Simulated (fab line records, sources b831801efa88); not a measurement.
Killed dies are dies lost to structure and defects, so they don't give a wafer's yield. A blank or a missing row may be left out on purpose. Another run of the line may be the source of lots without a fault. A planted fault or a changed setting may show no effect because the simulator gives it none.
Struck lot and sound lot, side by side + flow sky130 + 16 steps out of a route of 708
Sound: wafers L645.2, L645.4, L645.5. The struck wafers were L632.1, L632.2, L632.6. The cause comes at the end.
Per side, at each step with rows, come the tool, then ch with its chambers, and then its first start. Under that, the readings that differ: sound wafers + struck wafers + difference of the means + sigmas: that difference in standard deviations of wafers without a fault.
alike: a reading whose means differ by less than 2 such deviations, as well as words and numbers matching on both sides. not compared: withheld readings; readings where some wafer has no value; bounds like >300 that might hide an equal value; numbers whose values overlap and for which the record gives no deviation.
Wherever a step has rows on one side only, a row that says differs or no value, or a row with sigmas, the two part there. Numbers that don't overlap but have no deviation are shown without sigmas and don't part them. A reading missing from all wafers of one side parts the sides only when that side holds two or more wafers.

first, 7 steps without rows for these wafers: SKY_METAL3_HMDS_06 (prime time 60 s); SKY_METAL3_COAT_07 (resist thk 60 nm); SKY_METAL3_COAT_08 (resist thk 1140 nm); SKY_METAL3_SOFTBAKE_09 (time 90 s); SKY_METAL3_EXPOSE_10 (exposes mask MM3, target cd 300 nm); SKY_METAL3_PEB_11; SKY_METAL3_DEVELOP_12 (develop time 60 s).
SKY_METAL3_CD_MEAS_13 targets a cd of 300 nm.
  sound: cd sem-02 at day 43 22:52; struck: cd sem-02 at day 38 14:49
  alike: cd nm
SKY_METAL3_OVL_MEAS_14:
  sound: overlay-02 at day 43 22:58; struck: overlay-01 at day 38 14:56
  alike: METAL3_OVL
SKY_METAL3_DESCUM_15: chemistry O2, time 8 s.
  sound on rie metal-04 ch 0,1, day 43 23:00; struck on rie metal-02 ch 0,1, day 38 14:58
  alike: drypump motor current A, oes product au
  not compared: rf hours counter h
SKY_METAL3_ETCH_16: etches BARC in N2/H2, stops on SiO2, time 88.2 s, target depth 60 nm.
  sound on rie metal-04 ch 0,1, day 43 23:02; struck on rie metal-02 ch 0,1, day 38 14:59
  alike: drypump motor current A, oes product au, throttle valve pct
  not compared: rf hours counter h
SKY_METAL3_ETCH_17: etches SiO2 in C4F8/O2/Ar, stops on TiN, time 3.9 s, target depth 15 nm.
  sound on rie diel-03 ch 0,2,3, day 43 23:08; struck on rie diel-03 ch 0,2,3, day 38 15:05
  alike: oes product au
  not compared: rf hours counter h
SKY_METAL3_METAL_ETCH_18: etches the open film in Cl2/BCl3, stops on SiO2, target depth 845 nm, time 183.1 s.
  sound on rie metal-02 ch 0, day 43 23:09; struck on rie metal-03 ch 0,1, day 38 15:07
| reading                                       | sound             | struck            | difference | sigmas |
|-----------------------------------------------|-------------------|-------------------|------------|--------|
| model.KrF-thick_of_METAL3_COAT_08.thk nm (nm) | 539.7 539 537.5   | 194.9 179.2 186   | -352.0     |        |
| model.METAL3.cd nm (nm)                       | 309.7 309.1 309.8 | 263.5 267.2 265.8 | -44.0      |        |
| model.SiO2_of_VIA2_HDPCVD_00.thk nm (nm)      | 465.3 466.9 466.7 | 446.7 449.5 448.4 | -18.1      |        |
  alike: drypump motor current A, oes product au, throttle valve pct
  not compared: rf hours counter h
SKY_METAL3_STRIP_19: strips in O2/N2.
  sound on plasma asher-02 ch 1, day 43 23:19; struck on plasma asher-03 ch 0,1, day 38 15:17
| reading                      | sound             | struck            | difference | sigmas |
|------------------------------|-------------------|-------------------|------------|--------|
| oes product au (a.u.)        | 0.511 0.511 0.517 | 0.361 0.354 0.361 | -0.154     | -29    |
| strip time to endpoint s (s) | 6.67 6.64 6.63    | 3.11 2.93 3.01    | -3.63      | -55    |
  alike: drypump motor current A
  not compared: rf hours counter h
then, 1 step without rows for these wafers: SKY_METAL3_STRIP_20 (strips in post etch residue remover, time 1200 s).
-- the record jumps here: 7 days lie between the struck wafers' starts before and after (it left off in module METAL3 and takes up again in module PAD_OPEN, whose first step shown is number 708 of the route) --
SKY_PAD_OPEN_PROBE_99:
  sound: prober-01 at day 50 03:01; struck: prober-02 at day 45 21:33
| reading                        | sound               | struck               | difference | sigmas |
|--------------------------------|---------------------|----------------------|------------|--------|
| model.etest.met3.width nm (nm) | 309 310.3 309.4     | 263.5 269.7 263.6    | -44.0      |        |
| model.etest.met3.line ohm um   | 0.1381 0.137 0.1383 | 0.1625 0.1579 0.1629 | +0.0233    |        |

## WHERE THEY PART
Only at SKY_METAL3_STRIP_19, as far as this record shows.

WHY: the cause the simulator had injected
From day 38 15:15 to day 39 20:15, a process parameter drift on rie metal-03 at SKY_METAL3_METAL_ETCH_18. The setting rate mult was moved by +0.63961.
